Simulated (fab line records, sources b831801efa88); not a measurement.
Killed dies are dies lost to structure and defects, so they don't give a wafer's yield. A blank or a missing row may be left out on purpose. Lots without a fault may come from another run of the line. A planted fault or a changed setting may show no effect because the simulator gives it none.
Chamber matching | flow sfq_line | SFQ_TRILAYER_I3_CMP_CMP_082 on cmp-02: 4 sister chambers
The step polishes SiO2. 16 wafers are shown with their chamber, then 8 later ones without.

WAFERS WITH THEIR CHAMBER
wafer  | chamber | motor_current_A (A) | head_pressure_psi (psi) | time_to_endpoint_s (s)
L864.1 | 2       | 11.9                | 3.001                   | 212
L864.2 | 1       | 11.2                | 2.990                   | 213
L864.4 | 0       | 10.2                | 2.999                   | 226
L865.1 | 2       | 11.2                | 3.008                   | 215
L865.2 | 0       | 10.6                | 3.010                   | 215
L865.5 | 1       | 10.5                | 2.997                   | 220
L867.4 | 3       | 10.7                | 2.989                   | 214
L867.5 | 0       | 9.9                 | 2.993                   | 221
L867.6 | 1       | 11.2                | 3.006                   | 219
L869.3 | 1       | 10.6                | 2.999                   | 221
L869.5 | 2       | 11.4                | 3.004                   | 215
L869.6 | 1       | 11.0                | 2.999                   | 217
L878.3 | 2       | 11.3                | 2.998                   | 212
L878.4 | 1       | 10.4                | 2.999                   | 209
L878.6 | 0       | 9.9                 | 3.010                   | 212
L881.3 | 2       | 11.0                | 3.001                   | 217

SIGNATURES (means of the wafers above)
reading            | chamber 0 | chamber 1 | chamber 2 | chamber 3 | scatter within a chamber
motor_current_A    | 10.150    | 10.817    | 11.360    | 10.700    | 0.345
head_pressure_psi  | 3.00300   | 2.99833   | 3.00240   | 2.98900   | 0.00579
time_to_endpoint_s | 218.50    | 216.50    | 214.20    | 214.00    | 4.5
Rule: a wafer's distance from a chamber is the root of the sum, over the readings, of the square of ((its reading less the chamber's mean) divided by the reading's scatter). The wafer belongs to the nearest chamber; if the next one is less than 2 further off, it can't be placed. The scatter: the root of (the sum of the squares of (reading less its chamber's mean) over the shown wafers, divided by (wafers less chambers)).

WAFERS WITHOUT THEIR CHAMBER
wafer  | motor_current_A (A) | head_pressure_psi (psi) | time_to_endpoint_s (s)
L881.4 | 11.0                | 2.999                   | 216
L881.6 | 11.2                | 2.996                   | 218
L883.1 | 10.6                | 3.006                   | 218
L883.5 | 11.3                | 3.010                   | 215
L883.6 | 11.4                | 3.001                   | 218
L886.1 | 10.6                | 3.012                   | 205
L886.4 | 10.6                | 3.004                   | 212
L886.5 | 10.8                | 2.999                   | 215

WHICH CHAMBER EACH WENT THROUGH
wafer  | from the rows above               | in truth
L881.4 | can't be placed: 1 or 2 or 3      | 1
L881.6 | can't be placed: 1 or 2 or 3      | 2
L883.1 | can't be placed: 0 or 1 or 2 or 3 | 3
L883.5 | can't be placed: 2 or 1           | 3
L883.6 | can't be placed: 2 or 1           | 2
L886.1 | can't be placed: 2 or 1 or 0 or 3 | 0
L886.4 | can't be placed: 1 or 0 or 2 or 3 | 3
L886.5 | can't be placed: 1 or 2 or 3 or 0 | 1
Placed correctly: 0 of 8. Can't be placed from these rows: 8 (the true chamber is among the candidates in 7). Placed wrongly: 0.
